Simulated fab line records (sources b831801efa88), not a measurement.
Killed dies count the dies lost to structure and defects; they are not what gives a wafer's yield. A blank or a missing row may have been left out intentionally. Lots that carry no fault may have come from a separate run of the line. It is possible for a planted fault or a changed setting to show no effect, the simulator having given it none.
fab line records    flow sky130
record lots=7  wafers=21  last-day=50
route steps=708 shown METAL3@561 VIA3@573 PAD_OPEN@708
lots that met no fault: taken from a fault-free run of the same line
start-h: hours from the record's first day to the start of the lot's first wafer shown    wait-h: how many hours have passed since the lot's step before this one    " as in the row above    L1.1+2: one row covering several wafers at once    - no value, or no start was given    * or withheld: withheld    < > ~ a bound
route shown NAME@n: a module of which the file shows steps, and the number in the route of the first    usual: the fault-free wafers' mean and standard deviation    same: alike in all rows    chamber/n: place in a boat    sites: the reading at each site    _std_site: standard deviation of those values    _edge_site: outer sites' mean less inner sites'    radius-mm: how far each site lies from the wafer's centre    mask NAME#n: copy n    behind: the last tool/chamber to shape the wafer    hold: cause of the lot's hold/its duration in hours/its outcome    device: names the non-switching transistor (n, p or np)    end of line: at the end of the route, the tests of the same wafers    where a step has no rows: the recipe by itself    killed: dies lost to structure and defects at the first sort, not the wafer's yield    map: the dies of a wafer, with x for killed, . for not killed, _ for no die there
set.NAME: setting as actually run; set.NAME@STEP: the setting as run at that earlier step    model.NAME: the simulator's own value behind a step, which no gauge read
lots seen at some steps along the route; tables by step, rows by wafer
services: the hour from which a tool's chamber was out of use, counted from the record's first day as start-h (under 0 if before that day), plus the number of hours and why
## steps
# step SKY_METAL3_PEB_11
# recipe peb-temp-c=withheld  peb-time-s=withheld  resist=KrF-thick
# step SKY_METAL3_DEVELOP_12
# recipe develop-time-s=60  resist=KrF-thick  dev-temp-c=21
# step SKY_METAL3_CD_MEAS_13
# recipe target-cd-nm=300
# usual cd-nm=299.9/1.1
lot.wafer  tool       chamber  start-h  wait-h  cd-nm
L849.2     cd-sem-02  -        899.18   -       299.8
L849.3     "          -        "        "       299.4
L849.6     "          -        "        "       299.8
L858.2     cd-sem-01  -        969.53   -       300.3
L858.4     "          -        "        "       299.8
L858.6     "          -        "        "       300.3
L861.3     cd-sem-02  -        992.50   -       301.9
L861.5     "          -        "        "       301.5
L861.6     "          -        "        "       301.5
L863.2     cd-sem-01  -        1001.63  -       300.0
L863.4     "          -        "        "       300.4
L863.5     "          -        "        "       301.7
L868.1     cd-sem-01  -        1028.97  -       300.5
L868.4     "          -        "        "       301.3
L868.5     "          -        "        "       299.1
L869.1     cd-sem-02  -        1044.78  -       300.0
L869.2     "          -        "        "       299.7
L869.6     "          -        "        "       300.5
L871.2     cd-sem-02  -        1057.53  -       298.4
L871.4     "          -        "        "       298.0
L871.5     "          -        "        "       299.5
# step SKY_METAL3_OVL_MEAS_14
# usual METAL3_OVL=-4/4.8
lot.wafer  tool        chamber  start-h  wait-h  METAL3_OVL[nm]
L849.2     overlay-02  -        899.28   0.1     0
L849.3     "           -        "        "       5
L849.6     "           -        "        "       0
L858.2     overlay-01  -        969.63   0.1     -10
L858.4     "           -        "        "       -2
L858.6     "           -        "        "       -4
L861.3     overlay-02  -        992.59   0.1     -4
L861.5     "           -        "        "       -4
L861.6     "           -        "        "       -8
L863.2     overlay-02  -        1001.73  0.1     -12
L863.4     "           -        "        "       -11
L863.5     "           -        "        "       -4
L868.1     overlay-01  -        1029.09  0.1     -7
L868.4     "           -        "        "       -5
L868.5     "           -        "        "       -1
L869.1     overlay-02  -        1044.90  0.1     0
L869.2     "           -        "        "       -1
L869.6     "           -        "        "       -2
L871.2     overlay-02  -        1057.64  0.1     -1
L871.4     "           -        "        "       2
L871.5     "           -        "        "       -4
# step SKY_METAL3_DESCUM_15
# recipe chemistry=O2  source-power-w=150  bias-power-w=0  pressure-mtorr=10  temp-c=40  time-s=8
# usual chamber-pressure-mTorr=10.000/0.0096  drypump-motor-current-A=5.5/0.35  oes-product-au=1.002/0.0077
lot.wafer  tool          chamber  start-h  wait-h  chamber-pressure-mTorr  drypump-motor-current-A  oes-product-au  rf-hours-counter-h
L849.2     rie-metal-03  0        899.31   0.0     9.982                   5.4                      1.002           7
L849.3     "             1        "        "       9.994                   5.7                      1.006           -
L849.6     "             1        "        "       10.005                  5.7                      1.003           -
L858.2     rie-metal-02  1        969.66   0.0     10.009                  5.9                      1.011           9
L858.4     "             1        "        "       10.000                  5.9                      1.017           -
L858.6     "             0        "        "       9.996                   5.3                      0.997           -
L861.3     rie-metal-03  1        992.63   0.0     10.001                  5.7                      0.996           -
L861.5     "             0        "        "       10.002                  5.4                      1.002           -
L861.6     "             1        "        "       10.010                  5.7                      1.002           -
L863.2     rie-metal-02  0        1001.76  0.0     10.003                  5.3                      1.002           5
L863.4     "             0        "        "       9.997                   5.3                      1.012           -
L863.5     "             0        "        "       10.006                  5.3                      1.009           -
L868.1     rie-metal-03  0        1029.13  0.0     9.991                   5.4                      1.002           13
L868.4     "             0        "        "       9.990                   5.4                      1.006           -
L868.5     "             1        "        "       10.003                  5.7                      1.004           -
L869.1     rie-metal-01  0        1044.94  0.0     9.994                   6.0                      1.014           0
L869.2     "             1        "        "       10.001                  5.0                      0.999           23
L869.6     "             0        "        "       9.997                   5.9                      1.005           -
L871.2     rie-metal-02  1        1057.67  0.0     10.002                  5.9                      1.006           15
L871.4     "             0        "        "       10.012                  5.3                      1.007           -
L871.5     "             1        "        "       10.011                  5.9                      1.005           -
# step SKY_METAL3_ETCH_16
# recipe chemistry=N2/H2  target=BARC  ion-energy-ev=200  bias-w=100  pressure-mtorr=30  n2-flow-sccm=100  h2-flow-sccm=200  icp-w=500  stop-on=SiO2  time-s=88.2  target-depth-a=600
# usual chamber-pressure-mTorr=30.001/0.026  drypump-motor-current-A=5.5/0.35  h2-flow-sccm=200.2/0.58  oes-product-au=0.626/0.0045  throttle-valve-pct=13.205/0.0088
lot.wafer  tool          chamber  start-h  wait-h  chamber-pressure-mTorr  drypump-motor-current-A  h2-flow-sccm  oes-product-au  rf-hours-counter-h  throttle-valve-pct
L849.2     rie-metal-03  0        899.35   0.0     29.988                  5.4                      200.5         0.621           7                   13.206
L849.3     "             1        "        "       30.003                  5.7                      199.8         0.627           -                   13.220
L849.6     "             1        "        "       30.029                  5.7                      198.7         0.630           -                   13.205
L858.2     rie-metal-02  1        969.70   0.0     30.002                  5.9                      199.6         0.624           9                   13.211
L858.4     "             1        "        "       30.022                  5.9                      200.9         0.632           -                   13.200
L858.6     "             0        "        "       30.004                  5.3                      199.7         0.631           -                   13.200
L861.3     rie-metal-03  1        992.68   0.0     30.021                  5.7                      200.6         0.616           -                   13.207
L861.5     "             0        "        "       30.034                  5.4                      201.2         0.631           -                   13.206
L861.6     "             1        "        "       29.998                  5.7                      200.5         0.630           -                   13.206
L863.2     rie-metal-02  0        1001.80  0.0     30.023                  5.3                      200.2         0.625           5                   13.210
L863.4     "             0        "        "       30.016                  5.3                      200.9         0.631           -                   13.205
L863.5     "             0        "        "       30.028                  5.3                      200.5         0.625           -                   13.198
L868.1     rie-metal-03  0        1029.16  0.0     29.993                  5.4                      199.7         0.628           13                  13.220
L868.4     "             0        "        "       29.997                  5.4                      199.3         0.628           -                   13.203
L868.5     "             1        "        "       30.025                  5.7                      199.2         0.615           -                   13.192
L869.1     rie-metal-01  0        1044.97  0.0     30.015                  6.0                      200.6         0.631           1                   13.200
L869.2     "             1        "        "       29.968                  5.0                      200.2         0.627           23                  13.215
L869.6     "             0        "        "       30.066                  6.0                      199.4         0.628           -                   13.186
L871.2     rie-metal-02  1        1057.70  0.0     29.986                  5.9                      199.1         0.626           15                  13.210
L871.4     "             0        "        "       29.989                  5.3                      200.9         0.622           -                   13.187
L871.5     "             1        "        "       29.987                  5.9                      200.1         0.613           -                   13.211
# step SKY_METAL3_ETCH_17
# recipe target=SiO2  stop-on=TiN  chemistry=C4F8/O2/Ar  source-w=1500  bias-w=1200  pressure-mtorr=40  c4f8-flow-sccm=withheld  O2_flow_sccm=6  Ar_flow_sccm=300  time-s=3.9  target-depth-a=150
# step SKY_METAL3_METAL_ETCH_18
# recipe target-depth-a=8450  stop-on=SiO2  over-etch-frac=0.3  time-s=183.1  chemistry=Cl2/BCl3  resist-sidewall-deg=88  pressure-mtorr=10  icp-w=900  bias-w=48.5  Cl2_flow_sccm=60  bcl3-flow-sccm=30
# usual chamber-pressure-mTorr=10.001/0.0091  drypump-motor-current-A=5.5/0.36  oes-product-au=0.865/0.0064  throttle-valve-pct=22.264/0.0091
lot.wafer  tool          chamber  start-h  wait-h  chamber-pressure-mTorr  drypump-motor-current-A  oes-product-au  rf-hours-counter-h  throttle-valve-pct
L849.2     rie-metal-01  0        899.46   0.0     10.013                  6.0                      0.870           19                  22.270
L849.3     "             1        "        "       10.008                  5.0                      0.873           -                   22.277
L849.6     "             1        "        "       10.013                  5.0                      0.862           -                   22.260
L858.2     rie-metal-03  1        969.81   0.0     10.001                  5.7                      0.868           5                   22.265
L858.4     "             1        "        "       10.020                  5.7                      0.863           -                   22.266
L858.6     "             0        "        "       10.000                  5.4                      0.863           -                   22.262
L861.3     rie-metal-01  0        992.82   0.1     10.002                  6.0                      0.876           -                   22.262
L861.5     "             1        "        "       10.006                  5.0                      0.871           -                   22.270
L861.6     "             0        "        "       9.992                   6.0                      0.858           -                   22.271
L863.2     rie-metal-01  1        1001.91  0.0     9.985                   5.0                      0.860           18                  22.281
L863.4     "             0        "        "       10.008                  5.9                      0.869           -                   22.250
L863.5     "             0        "        "       9.989                   5.9                      0.868           -                   22.255
L868.1     rie-metal-01  1        1029.28  0.0     10.009                  5.0                      0.867           22                  22.258
L868.4     "             1        "        "       9.986                   5.0                      0.857           -                   22.280
L868.5     "             1        "        "       10.011                  5.0                      0.857           -                   22.260
L869.1     rie-metal-02  1        1045.09  0.0     10.001                  5.9                      0.860           15                  22.263
L869.2     "             0        "        "       9.993                   5.3                      0.867           8                   22.268
L869.6     "             0        "        "       10.001                  5.3                      0.860           -                   22.262
L871.2     rie-metal-01  1        1057.81  0.0     10.006                  5.0                      0.869           24                  22.261
L871.4     "             1        "        "       10.009                  5.0                      0.873           -                   22.254
L871.5     "             0        "        "       9.999                   5.9                      0.869           -                   22.259
# step SKY_METAL3_STRIP_19
# recipe chemistry=O2/N2  power-w=1400  pressure-mtorr=1500  platen-temp-c=withheld  o2-flow-sccm=3000  n2-flow-sccm=300  overash-fraction=0.5
# usual chamber-pressure-mTorr=1500.2/1.4  drypump-motor-current-A=5.5/0.58  oes-product-au=0.502/0.0054  strip-time-to-endpoint-s=6.52/0.067
lot.wafer  tool             chamber  start-h  wait-h  chamber-pressure-mTorr  drypump-motor-current-A  oes-product-au  rf-hours-counter-h  strip-time-to-endpoint-s
L849.2     plasma-asher-02  1        899.64   0.1     1502.1                  5.6                      0.498           47                  6.42
L849.3     "                1        "        "       1500.5                  5.6                      0.503           -                   6.50
L849.6     "                0        "        "       1499.1                  6.3                      0.499           -                   6.46
L858.2     plasma-asher-01  0        969.99   0.1     1500.5                  4.9                      0.492           23                  6.47
L858.4     "                1        "        "       1500.5                  5.1                      0.503           -                   6.51
L858.6     "                1        "        "       1500.3                  5.1                      0.507           -                   6.63
L861.3     plasma-asher-04  0        992.97   0.1     1501.4                  5.9                      0.517           -                   6.56
L861.5     "                0        "        "       1501.6                  5.9                      0.508           -                   6.56
L861.6     "                1        "        "       1498.9                  4.7                      0.506           -                   6.57
L863.2     plasma-asher-04  0        1002.09  0.1     1500.2                  5.9                      0.503           87                  6.48
L863.4     "                0        "        "       1500.7                  5.9                      0.499           -                   6.59
L863.5     "                1        "        "       1499.5                  4.7                      0.502           -                   6.56
L868.1     plasma-asher-04  0        1029.63  0.3     1499.1                  5.9                      0.507           90                  6.51
L868.4     "                1        "        "       1498.4                  4.7                      0.503           -                   6.48
L868.5     "                0        "        "       1500.5                  5.9                      0.505           -                   6.46
L869.1     plasma-asher-01  1        1045.27  0.1     1499.7                  5.1                      0.491           30                  6.42
L869.2     "                0        "        "       1503.0                  4.9                      0.499           30                  6.47
L869.6     "                1        "        "       1501.1                  5.1                      0.496           -                   6.47
L871.2     plasma-asher-04  1        1058.05  0.2     1500.4                  4.7                      0.508           93                  6.60
L871.4     "                1        "        "       1500.1                  4.7                      0.508           -                   6.55
L871.5     "                1        "        "       1500.4                  4.7                      0.500           -                   6.53
# step SKY_METAL3_STRIP_20
# recipe chemistry=post-etch-residue-remover  time-s=1200  temp-c=72.5
# step SKY_METAL3_CLEAN_21
# recipe chemistry=IPA  time-s=180  temp-c=25
# step SKY_METAL3_CLEAN_22
# recipe chemistry=O3/DIW  dry=n2-spin
# step SKY_VIA3_HDPCVD_00
# recipe material=SiO2  target-thk-nm=1635  sigma-open-frac=0.3  time-s=272.5  temp-c=400  sih4-flow-sccm=60  pressure-mtorr=6
# usual susceptor-temp-C=400.00/0.24
lot.wafer  tool       chamber  start-h  wait-h  susceptor-temp-C
L849.2     hdpcvd-01  0        900.57   0.0     400.00
L849.3     "          1        "        "       399.66
L849.6     "          2        "        "       400.26
L858.2     hdpcvd-01  1        970.59   0.0     399.95
L858.4     "          2        "        "       400.44
L858.6     "          1        "        "       400.00
L858.2     hdpcvd-01  1        970.93   0.3     400.06
L858.4     "          2        "        "       399.85
L858.6     "          1        "        "       400.04
L861.3     hdpcvd-01  2        993.54   0.0     400.10
L861.5     "          1        "        "       400.31
L861.6     "          0        "        "       399.80
L861.3     hdpcvd-01  2        993.87   0.3     399.73
L861.5     "          1        "        "       399.73
L861.6     "          0        "        "       399.94
L863.2     hdpcvd-01  1        1002.78  0.0     399.93
L863.4     "          2        "        "       400.24
L863.5     "          1        "        "       400.10
L863.2     hdpcvd-01  1        1003.12  0.3     400.08
L863.4     "          2        "        "       399.90
L863.5     "          1        "        "       399.85
L868.1     hdpcvd-02  1        1030.23  0.0     400.32
L868.4     "          1        "        "       400.16
L868.5     "          0        "        "       400.05
L869.1     hdpcvd-01  2        1045.86  0.0     400.13
L869.2     "          1        "        "       400.25
L869.6     "          2        "        "       400.22
L871.2     hdpcvd-02  2        1058.64  0.0     399.92
L871.4     "          0        "        "       400.11
L871.5     "          2        "        "       399.78
# step SKY_VIA3_THK_MEAS_01
# recipe reads=SiO2_of_VIA3_HDPCVD_00
# usual VIA3_HDPCVD_THK=1630/20
lot.wafer  tool           chamber  start-h  wait-h  VIA3_HDPCVD_THK[nm]
L849.2     film-metro-01  -        900.75   0.1     1620
L849.3     "              -        "        "       1634
L849.6     "              -        "        "       1654
L858.2     film-metro-01  -        971.10   0.1     3256
L858.4     "              -        "        "       3271
L858.6     "              -        "        "       3297
L861.3     film-metro-04  -        994.06   0.1     3279
L861.5     "              -        "        "       3292
L861.6     "              -        "        "       3254
L863.2     film-metro-03  -        1003.29  0.1     3263
L863.4     "              -        "        "       3253
L863.5     "              -        "        "       3257
L868.1     film-metro-04  -        1030.40  0.1     1609
L868.4     "              -        "        "       1615
L868.5     "              -        "        "       1644
L869.1     film-metro-03  -        1046.11  0.2     1671
L869.2     "              -        "        "       1672
L869.6     "              -        "        "       1650
L871.2     film-metro-03  -        1058.82  0.1     1650
L871.4     "              -        "        "       1636
L871.5     "              -        "        "       1647
# step SKY_VIA3_CMP_02
# recipe material=SiO2  down-force-psi=4  platen-rpm=60  pad-velocity-m-s=0.94248
# usual motor-current-A=12.2/1
lot.wafer  tool    chamber  start-h  wait-h  motor-current-A
L849.2     cmp-02  0        900.80   0.0     13.9
L849.3     "       1        "        "       12.1
L849.6     "       0        "        "       14.1
L858.4     cmp-02  1        971.20   0.1     11.9
L858.2     "       2        "        "       11.5
L858.6     "       1        "        "       12.7
L861.3     cmp-02  3        994.10   0.0     11.0
L861.6     "       3        "        "       11.0
L861.5     "       0        "        "       13.9
L863.2     cmp-01  2        1003.39  0.1     13.7
L863.4     "       0        "        "       12.1
L863.5     "       1        "        "       11.1
L868.1     cmp-02  3        1030.51  0.1     11.0
L868.4     "       0        "        "       13.4
L868.5     "       3        "        "       10.9
L869.2     cmp-02  3        1046.17  0.0     11.1
L869.1     "       1        "        "       13.7
L869.6     "       0        "        "       14.2
L871.2     cmp-02  0        1058.87  0.0     13.5
L871.4     "       1        "        "       11.5
L871.5     "       0        "        "       13.8
# step SKY_PAD_OPEN_PROBE_99
# usual defect-limited-yield=83.0/2  killed_at_M0_to_M3=43/7.1  killed_at_M4_up=3.1/1.7  killed-at-contacts=23/5.1  killed-at-front-end=14/4.4  killed-at-other=0.3/0.47  killed-dies=84/9.9  killed-open=45/6.6  killed-short=38/6.8  sort_bin_3_pad_short=0.8/0.4  sort_bin_5_function=10.1/1.4  sort_bin_6_memory=6.1/1.2  sort-n-pass=408/9.9  sort-yield-pct=83.0/2
# same gross-dies=492  killed-at-back-side=0  sort_bin_4_leakage[%]=0  sort_bin_8_speed[%]=0
lot.wafer  tool       chamber  start-h  wait-h  defect-limited-yield[%]  killed_at_M0_to_M3  killed_at_M4_up  killed-at-contacts  killed-at-front-end  killed-at-other  killed-dies  killed-open  killed-short  sort_bin_3_pad_short[%]  sort_bin_5_function[%]  sort_bin_6_memory[%]  sort-n-pass  sort-yield-pct[%]
L849.2     prober-02  -        1075.50  0.1     81.1                     44                  4                33                  11                   1                93           51           42            0.6                      12.4                    5.9                   399          81.1
L849.3     prober-02  -        1075.55  0.2     83.3                     43                  1                20                  18                   0                82           41           41            0.6                      10.6                    5.5                   410          83.3
L849.6     prober-02  -        1075.70  0.2     82.7                     44                  3                29                  9                    0                85           46           39            0.8                      11.6                    4.9                   407          82.7
L858.2     prober-02  -        1131.57  0.1     82.7                     55                  1                21                  8                    0                85           43           42            0.2                      12.0                    5.1                   407          82.7
L858.4     prober-02  -        1131.67  0.2     83.5                     40                  2                28                  11                   0                81           46           35            0.8                      8.9                     6.7                   411          83.5
L858.6     prober-02  -        1131.77  0.2     85.0                     41                  2                22                  9                    0                74           40           34            0.6                      8.7                     5.7                   418          85.0
L861.3     prober-01  -        1149.77  0.2     84.6                     39                  2                20                  15                   0                76           49           27            0.6                      10.8                    4.1                   416          84.6
L861.5     prober-01  -        1149.87  0.2     80.1                     57                  3                22                  15                   1                98           50           48            1.0                      13.8                    5.1                   394          80.1
L861.6     prober-01  -        1149.92  0.2     85.8                     33                  4                26                  6                    1                70           34           36            0.8                      7.7                     5.7                   422          85.8
L863.2     prober-01  -        1158.90  0.1     80.9                     52                  0                23                  19                   0                94           53           41            1.6                      12.8                    4.7                   398          80.9
L863.4     prober-01  -        1159.00  0.2     83.7                     45                  5                24                  6                    0                80           40           40            0.8                      8.3                     7.1                   412          83.7
L863.5     prober-01  -        1159.05  0.2     84.1                     46                  5                13                  14                   0                78           43           35            0.4                      8.5                     6.9                   414          84.1
L868.1     prober-02  -        1179.59  0.1     81.9                     43                  5                31                  9                    1                89           50           39            0.6                      11.6                    5.9                   403          81.9
L868.4     prober-02  -        1179.74  0.2     85.0                     41                  4                21                  8                    0                74           46           28            0.8                      8.3                     5.9                   418          85.0
L868.5     prober-02  -        1179.79  0.2     87.2                     30                  2                21                  10                   0                63           42           21            0.4                      6.9                     5.5                   429          87.2
L869.1     prober-01  -        1187.05  0.1     86.0                     34                  5                13                  16                   1                69           42           27            0.6                      9.1                     4.3                   423          86.0
L869.2     prober-01  -        1187.10  0.1     87.8                     32                  5                13                  10                   0                60           27           33            0.8                      8.1                     3.3                   432          87.8
L869.6     prober-01  -        1187.30  0.2     86.0                     32                  6                18                  12                   1                69           41           28            0.2                      9.1                     4.7                   423          86.0
# killed by level:class
L849.2 CONTACT:geometric-particle:open=13 LI_CONTACT:geometric-particle:open=9 VIA1:geometric-particle:open=9 CONTACT:geometric-particle:short=6 VIA2:geometric-particle:open=6 METAL1:geometric-particle:short=5 VIA3:geometric-particle:open=5 VIA2:geometric-particle:short=4
L849.3 VIA1:geometric-particle:open=9 METAL1:geometric-particle:short=8 FIELD_ISO:geometric-particle:open=6 CONTACT:geometric-particle:open=6 POLY_GATE:geometric-particle:short=6 METAL2:geometric-particle:short=5 VIA3:geometric-particle:open=5 LI_CONTACT:geometric-particle:open=4
L849.6 CONTACT:geometric-particle:open=9 LI_CONTACT:geometric-particle:open=8 VIA1:geometric-particle:open=7 VIA2:geometric-particle:open=6 METAL1:geometric-particle:short=6 METAL2:geometric-particle:short=5 FIELD_ISO:geometric-particle:short=4 LI_CONTACT:geometric-particle:short=4
L858.2 VIA1:geometric-particle:open=15 VIA1:geometric-particle:short=9 CONTACT:geometric-particle:open=8 CONTACT:geometric-particle:short=7 VIA2:geometric-particle:open=7 METAL2:geometric-particle:short=6 VIA3:geometric-particle:open=5 VIA3:geometric-particle:short=4
L858.4 CONTACT:geometric-particle:open=10 VIA1:geometric-particle:open=9 VIA2:geometric-particle:open=7 LI_CONTACT:geometric-particle:open=6 LOCAL_INTERCONNECT:geometric-particle:short=5 CONTACT:geometric-particle:short=5 FIELD_ISO:geometric-particle:open=4 VIA3:geometric-particle:short=4
L858.6 VIA3:geometric-particle:open=10 CONTACT:geometric-particle:open=8 VIA1:geometric-particle:open=6 METAL1:geometric-particle:short=6 VIA2:geometric-particle:open=6 LOCAL_INTERCONNECT:geometric-particle:short=5 VIA1:geometric-particle:short=5 LI_CONTACT:geometric-particle:open=4
L861.3 VIA1:geometric-particle:open=11 LI_CONTACT:geometric-particle:open=10 FIELD_ISO:geometric-particle:open=5 CONTACT:geometric-particle:open=5 METAL1:geometric-particle:short=4 METAL3:geometric-particle:short=4 VIA3:geometric-particle:open=4 POLY_GATE:geometric-particle:short=3
L861.5 VIA1:geometric-particle:open=11 METAL2:geometric-particle:short=11 CONTACT:geometric-particle:open=10 METAL3:geometric-particle:short=6 VIA2:geometric-particle:open=6 VIA3:geometric-particle:open=6 VIA1:geometric-particle:short=5 FIELD_ISO:geometric-particle:short=4
L861.6 CONTACT:geometric-particle:open=9 VIA1:geometric-particle:open=8 METAL2:geometric-particle:short=7 LI_CONTACT:geometric-particle:open=6 CONTACT:geometric-particle:short=4 METAL1:geometric-particle:short=4 METAL4:geometric-particle:short=4 LOCAL_INTERCONNECT:geometric-particle:short=3
L863.2 VIA1:geometric-particle:open=12 VIA1:geometric-particle:short=10 LI_CONTACT:geometric-particle:open=8 CONTACT:geometric-particle:open=8 VIA2:geometric-particle:short=6 VIA2:geometric-particle:open=6 POLY_GATE:geometric-particle:open=5 METAL2:geometric-particle:short=5
L863.4 VIA1:geometric-particle:open=9 VIA1:geometric-particle:short=9 LOCAL_INTERCONNECT:geometric-particle:short=8 VIA3:geometric-particle:open=7 LI_CONTACT:geometric-particle:open=6 METAL2:geometric-particle:short=6 CONTACT:geometric-particle:open=5 VIA2:geometric-particle:short=4
L863.5 VIA1:geometric-particle:open=11 METAL1:geometric-particle:short=10 CONTACT:geometric-particle:open=7 VIA3:geometric-particle:open=7 FIELD_ISO:geometric-particle:short=5 LI_CONTACT:geometric-particle:open=5 VIA2:geometric-particle:open=5 POLY_GATE:geometric-particle:open=4
L868.1 CONTACT:geometric-particle:open=13 VIA1:geometric-particle:open=13 VIA1:geometric-particle:short=11 LI_CONTACT:geometric-particle:open=8 METAL1:geometric-particle:short=5 CONTACT:geometric-particle:short=5 VIA2:geometric-particle:open=4 METAL3:geometric-particle:short=4
L868.4 VIA1:geometric-particle:open=19 CONTACT:geometric-particle:open=9 VIA3:geometric-particle:open=5 LI_CONTACT:geometric-particle:open=5 CONTACT:geometric-particle:short=5 METAL1:geometric-particle:short=4 FIELD_ISO:geometric-particle:short=3 VIA1:geometric-particle:short=3
L868.5 VIA1:geometric-particle:open=10 LI_CONTACT:geometric-particle:open=9 CONTACT:geometric-particle:open=5 VIA3:geometric-particle:open=5 CONTACT:geometric-particle:short=4 VIA2:geometric-particle:open=4 SPACER:geometric-particle:open=3 METAL2:geometric-particle:short=3
L869.1 VIA1:geometric-particle:open=10 VIA3:geometric-particle:open=6 FIELD_ISO:geometric-particle:open=4 LI_CONTACT:geometric-particle:open=4 METAL4:geometric-particle:short=4 METAL2:geometric-particle:short=4 VIA2:geometric-particle:short=4 FIELD_ISO:geometric-particle:short=3
L869.2 VIA1:geometric-particle:open=6 VIA3:geometric-particle:short=5 VIA1:geometric-particle:short=5 VIA3:geometric-particle:open=4 LOCAL_INTERCONNECT:geometric-particle:short=4 CONTACT:geometric-particle:open=4 METAL4:geometric-particle:short=4 VIA2:geometric-particle:short=4
L869.6 VIA1:geometric-particle:open=12 CONTACT:geometric-particle:open=6 METAL1:geometric-particle:short=6 VIA3:geometric-particle:open=6 LOCAL_INTERCONNECT:geometric-particle:short=5 METAL4:geometric-particle:short=5 FIELD_ISO:geometric-particle:open=4 POLY_GATE:geometric-particle:open=3
## services
tool             chamber  start-h  hours  kind
hdpcvd-02        1        879.83   23.4   repair
cmp-02           -        880.56   7.6    pm
rie-metal-02     1        897.76   6.1    repair
cmp-02           -        912.02   4.0    pm
cmp-02           -        914.58   6.1    repair
hdpcvd-01        -        915.88   6.0    pm
cmp-02           -        926.61   0.6    repair
hdpcvd-01        1        926.71   10.7   repair
cmp-02           -        938.89   0.2    repair
hdpcvd-02        -        948.28   2.8    pm
hdpcvd-02        -        951.03   15.0   pm
rie-metal-01     -        954.03   0.5    repair
plasma-asher-04  -        960.08   4.3    repair
hdpcvd-01        -        966.16   2.0    repair
rie-metal-03     1        971.88   3.1    repair
rie-metal-02     0        976.26   21.6   repair
hdpcvd-02        0        996.71   4.5    repair
cmp-02           -        1009.53  1.1    repair
cmp-02           -        1009.97  4.2    repair
rie-metal-01     0        1032.29  6.4    repair
hdpcvd-01        0        1032.65  19.8   repair
rie-metal-03     -        1047.51  0.3    repair
rie-metal-03     1        1053.22  110.0  repair
hdpcvd-02        -        1059.06  3.0    repair
## key
first-sign step=SKY_VIA3_HDPCVD_00  reading=visit  direction=added
effect step=SKY_VIA3_THK_MEAS_01  reading=VIA3_HDPCVD_THK  direction=up  sigmas=82  usual=1630  struck=3269
met-at SKY_VIA3_HDPCVD_00
struck-wafers L858.2,L858.4,L858.6,L861.3,L861.5,L861.6,L863.2,L863.4,L863.5
fault kind=repeated-step-whole  tool=hdpcvd-01,hdpcvd-02  chamber=-  onset-h=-  steps=SKY_VIA3_HDPCVD_00  times=1  scope=struck-lots-only
